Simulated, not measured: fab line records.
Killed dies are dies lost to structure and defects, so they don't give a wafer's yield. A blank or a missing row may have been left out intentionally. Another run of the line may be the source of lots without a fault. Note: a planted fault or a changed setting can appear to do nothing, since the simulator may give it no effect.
Matching of chambers :: flow gf180mcu :: GF_MIM_CVD_05 on pecvd-03: 3 sister chambers
The step deposits Si3N4, target thk 42 nm, time 29.77 s. 16 wafers are shown with their chamber, then 8 later ones without.

WAFERS, EACH WITH ITS CHAMBER
wafer: L656.1
chamber: 1
heater power w (W): 646
heater power outer w (W): 352

wafer: L656.4
chamber: 2
heater power w (W): 599
heater power outer w (W): 343

wafer: L656.5
chamber: 1
heater power w (W): 648
heater power outer w (W): 353

wafer: L657.2
chamber: 1
heater power w (W): 716
heater power outer w (W): 406

wafer: L657.4
chamber: 0
heater power w (W): 570
heater power outer w (W): 315

wafer: L657.6
chamber: 2
heater power w (W): 594
heater power outer w (W): 346

wafer: L658.2
chamber: 1
heater power w (W): 592
heater power outer w (W): 303

wafer: L658.3
chamber: 0
heater power w (W): 647
heater power outer w (W): 380

wafer: L658.6
chamber: 1
heater power w (W): 577
heater power outer w (W): 312

wafer: L660.3
chamber: 1
heater power w (W): 671
heater power outer w (W): 372

wafer: L660.4
chamber: 1
heater power w (W): 663
heater power outer w (W): 374

wafer: L660.6
chamber: 2
heater power w (W): 564
heater power outer w (W): 312

wafer: L664.2
chamber: 1
heater power w (W): 622
heater power outer w (W): 329

wafer: L664.4
chamber: 0
heater power w (W): 638
heater power outer w (W): 382

wafer: L664.5
chamber: 1
heater power w (W): 635
heater power outer w (W): 337

wafer: L665.1
chamber: 0
heater power w (W): 594
heater power outer w (W): 350

SIGNATURES (averages over the wafers above)
reading: heater power w
chamber 0: 612.25
chamber 1: 641.11
chamber 2: 585.67
scatter within a chamber: 37.9

reading: heater power outer w
chamber 0: 356.75
chamber 1: 348.67
chamber 2: 333.67
scatter within a chamber: 30.5
Rule: a wafer's distance from a chamber is the root of the sum, over the readings, of the square of ((its reading less the chamber's mean) divided by the reading's scatter). If the next closest chamber is less than 2 further off than the closest, the wafer can't be placed; otherwise it belongs to the closest. The scatter is the square root of a quotient: the sum, over the shown wafers, of each reading's squared deviation from its chamber's mean, divided by wafers minus chambers.

WAFERS WHOSE CHAMBER IS MISSING
wafer: L665.4
heater power w (W): 545
heater power outer w (W): 290

wafer: L665.6
heater power w (W): 585
heater power outer w (W): 300

wafer: L668.2
heater power w (W): 582
heater power outer w (W): 326

wafer: L668.5
heater power w (W): 567
heater power outer w (W): 333

wafer: L668.6
heater power w (W): 583
heater power outer w (W): 323

wafer: L674.2
heater power w (W): 621
heater power outer w (W): 372

wafer: L674.3
heater power w (W): 545
heater power outer w (W): 297

wafer: L674.4
heater power w (W): 548
heater power outer w (W): 306

CHAMBER TAKEN BY EACH
wafer: L665.4
from the rows above: can't be placed: 2 or 0 or 1
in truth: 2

wafer: L665.6
from the rows above: can't be placed: 2 or 0 or 1
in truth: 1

wafer: L668.2
from the rows above: can't be placed: 2 or 0 or 1
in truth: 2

wafer: L668.5
from the rows above: can't be placed: 2 or 0 or 1
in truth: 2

wafer: L668.6
from the rows above: can't be placed: 2 or 0 or 1
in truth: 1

wafer: L674.2
from the rows above: can't be placed: 0 or 1 or 2
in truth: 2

wafer: L674.3
from the rows above: can't be placed: 2 or 0 or 1
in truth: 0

wafer: L674.4
from the rows above: can't be placed: 2 or 0 or 1
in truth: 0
0 of 8 placed correctly. From these rows, 8 cannot be placed; in 8 the true chamber is one of the candidates. Wrongly placed: 0.
